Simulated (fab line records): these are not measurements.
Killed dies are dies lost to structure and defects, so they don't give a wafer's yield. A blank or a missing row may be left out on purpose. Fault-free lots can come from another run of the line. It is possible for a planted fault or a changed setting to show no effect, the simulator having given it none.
Which of the tools did it? ; flow sfq-line ; Sampling: 14 lots, 42 wafers, 4 of 325 route steps

## WHAT THE GAUGES SHOWED, per wafer
No reading from a measuring or inspecting step in the record can be judged against a usual standard deviation.

## WHAT TOOL EACH LOT RAN ON (gives the tool, then ch and the chambers of the sampled wafers, and finally the start)
lot;SFQ_TRILAYER_INCOMING_OXIDATION_002;SFQ_TRILAYER_I0_VIA_STRIP_STRIP_035;SFQ_TRILAYER_I4_VIA_STRIP_STRIP_107;SFQ_TRILAYER_JJ_TRILAYER_DEP_SPUTTER_112
L325;furnace-01 ch 0, day 1 15:07;rie-metal-03 ch 0,1, day 10 04:32;rie-metal-03 ch 0,1, day 37 11:31;pvd-sputter-03, day 37 13:25
L326;furnace-02 ch 0, day 1 20:07;rie-metal-01 ch 0,1, day 10 09:23;rie-metal-01 ch 0,1, day 37 19:55;pvd-sputter-06, day 37 21:49
L327;furnace-01 ch 0, day 2 01:07;rie-metal-03 ch 0,1, day 10 18:56;rie-metal-03 ch 0,1, day 38 03:07;pvd-sputter-05, day 38 05:01
L328;furnace-02 ch 0, day 2 06:07;rie-metal-01 ch 0,1, day 10 23:56;rie-metal-01 ch 0,1, day 38 09:19;pvd-sputter-06, day 38 11:01
L329;furnace-01 ch 0, day 2 11:07;rie-metal-03 ch 0,1, day 11 04:32;rie-metal-02 ch 0, day 38 13:55;pvd-sputter-06, day 38 15:49
L334;furnace-02 ch 0, day 3 12:07;rie-metal-02 ch 0,1, day 12 14:53;rie-metal-01 ch 0, day 41 14:14;pvd-sputter-06, day 41 16:32
L335;furnace-01, day 3 17:07;rie-metal-02 ch 0,1, day 12 22:17;rie-metal-02 ch 0,1, day 41 20:14;pvd-sputter-05, day 41 21:56
L336;furnace-02, day 3 22:10;rie-metal-01 ch 1, day 13 10:17;rie-metal-03 ch 0,1, day 42 00:50;pvd-sputter-03, day 42 02:46
L340;furnace-01 ch 0, day 4 18:07;rie-metal-01 ch 1, day 14 16:36;rie-metal-03 ch 0,1, day 50 14:20;pvd-sputter-06, day 50 16:14
L342;furnace-01 ch 0, day 5 04:07;rie-metal-03 ch 0,1, day 15 10:36;rie-metal-03 ch 0,1, day 51 08:32;pvd-sputter-03, day 51 10:15
L343;furnace-02 ch 0, day 5 09:07;rie-metal-03 ch 0,1, day 15 14:12;rie-metal-02 ch 0, day 51 17:28;pvd-sputter-06, day 51 19:22
L344;furnace-01 ch 0, day 5 14:07;rie-metal-01 ch 0,1, day 15 18:48;rie-metal-03 ch 0,1, day 52 14:43;pvd-sputter-03, day 52 16:37
L345;furnace-02 ch 0, day 5 19:07;rie-metal-02 ch 0,1, day 15 23:36;rie-metal-01 ch 1, day 53 00:31;pvd-sputter-06, day 53 02:59
L347;furnace-02 ch 0, day 6 05:07;rie-metal-01 ch 0,1, day 16 12:48;rie-metal-02 ch 0,1, day 53 18:26;pvd-sputter-05, day 53 20:20
- SFQ_TRILAYER_INCOMING_OXIDATION_002: target thk 500 nm, ox time 4939 s.
- SFQ_TRILAYER_I0_VIA_STRIP_STRIP_035: strips in O2.
- SFQ_TRILAYER_I4_VIA_STRIP_STRIP_107: strips in O2.
- SFQ_TRILAYER_JJ_TRILAYER_DEP_SPUTTER_112: material Nb, target thk 170 nm, time 113.3 s.

## AS READ BY THE TOOLS THEMSELVES (means over the sampled wafers that have a number; for cases with no such wafer, the mark the record gives instead)
SFQ_TRILAYER_INCOMING_OXIDATION_002.
lot;tool;ox-temp-c (C);ox-temp-c-max;spike-tc-centre-C (C);zone-power-bottom-pct (%)
L325;furnace-01;999.6;1005.2;1000.1;37
L326;furnace-02;1000.0;1003.1;1000.5;28
L327;furnace-01;1000.4;1006.4;1002.8;37
L328;furnace-02;1000.4;1003.6;1000.4;28
L329;furnace-01;1000.3;1006.2;1001.8;38
L334;furnace-02;1000.4;1003.7;1001.0;29
L335;furnace-01;-;-;-;-
L336;furnace-02;-;-;-;-
L340;furnace-01;999.8;1004.9;1000.9;37
L342;furnace-01;1000.4;1006.3;1002.1;37
L343;furnace-02;999.7;1003.1;999.5;29
L344;furnace-01;1000.1;1005.5;1001.6;37
L345;furnace-02;1000.2;1003.2;1001.7;29
L347;furnace-02;1000.1;1003.3;1001.2;28

SFQ_TRILAYER_I0_VIA_STRIP_STRIP_035.
lot;tool;drypump-motor-current-A (A);oes-product-au (a.u.)
L325;rie-metal-03;5.4;1.012
L326;rie-metal-01;5.6;0.990
L327;rie-metal-03;5.4;1.007
L328;rie-metal-01;5.8;0.996
L329;rie-metal-03;5.4;1.011
L334;rie-metal-02;4.9;0.997
L335;rie-metal-02;5.2;1.010
L336;rie-metal-01;5.5;0.992
L340;rie-metal-01;5.5;0.991
L342;rie-metal-03;5.4;1.012
L343;rie-metal-03;5.3;1.000
L344;rie-metal-01;5.8;0.990
L345;rie-metal-02;5.2;1.005
L347;rie-metal-01;5.6;0.988

SFQ_TRILAYER_I4_VIA_STRIP_STRIP_107.
lot;tool;drypump-motor-current-A (A);oes-product-au (a.u.)
L325;rie-metal-03;5.4;1.004
L326;rie-metal-01;5.6;1.001
L327;rie-metal-03;5.4;0.999
L328;rie-metal-01;5.8;0.988
L329;rie-metal-02;4.7;0.998
L334;rie-metal-01;5.9;0.997
L335;rie-metal-02;5.2;0.998
L336;rie-metal-03;5.4;1.000
L340;rie-metal-03;5.3;0.993
L342;rie-metal-03;5.4;0.996
L343;rie-metal-02;4.7;0.990
L344;rie-metal-03;5.4;1.003
L345;rie-metal-01;5.5;0.988
L347;rie-metal-02;5.2;0.981

SFQ_TRILAYER_JJ_TRILAYER_DEP_SPUTTER_112.
lot;tool;cathode-dc-power-W (W);throttle-valve-pct (%)
L325;pvd-sputter-03;2000.1;30.9
L326;pvd-sputter-06;2000.0;30.7
L327;pvd-sputter-05;2000.1;30.3
L328;pvd-sputter-06;2000.6;31.0
L329;pvd-sputter-06;1999.9;30.1
L334;pvd-sputter-06;1999.7;30.2
L335;pvd-sputter-05;1999.9;29.8
L336;pvd-sputter-03;2000.1;30.3
L340;pvd-sputter-06;1999.9;30.7
L342;pvd-sputter-03;2000.0;30.3
L343;pvd-sputter-06;1999.7;30.7
L344;pvd-sputter-03;2000.1;30.9
L345;pvd-sputter-06;2000.0;29.7
L347;pvd-sputter-05;2000.2;30.5

## THE ANSWER, worked out from the rows above alone
Rule: usual is defined by the lots themselves. The widest of any qualifying gaps counts: lots, ordered by their means at a reading, are off when they make up no more than a third of the lots, leave a main group of 4 or more, and stand apart from it by 3 or more times the standard deviation of that group's means. A main group whose means are all the same, to the digits that the tables above print for the reading, isn't used. A lot without any number at a reading at which 4 lots or more have one is off too. All remaining lots with rows at the step are treated as sound. The gauges are gone through in route order, then the tools' own readings, and for those a lot's mean is taken as printed above. At the first step where some lot is off, the reading lying furthest off is the one used; lots without a number count as furthest.
Off: L335, L336 (SFQ_TRILAYER_INCOMING_OXIDATION_002, ox-temp-c). Without a number there: L335, L336. Mean 1000.1 C and standard deviation 0.28 in the main group.
A tool fits if, at that step or a process step before it, it ran every lot that is off, and no sound lot after the first of them. Of those tried, none fits.

## WHAT WAS PUT IN BY THE SIMULATOR
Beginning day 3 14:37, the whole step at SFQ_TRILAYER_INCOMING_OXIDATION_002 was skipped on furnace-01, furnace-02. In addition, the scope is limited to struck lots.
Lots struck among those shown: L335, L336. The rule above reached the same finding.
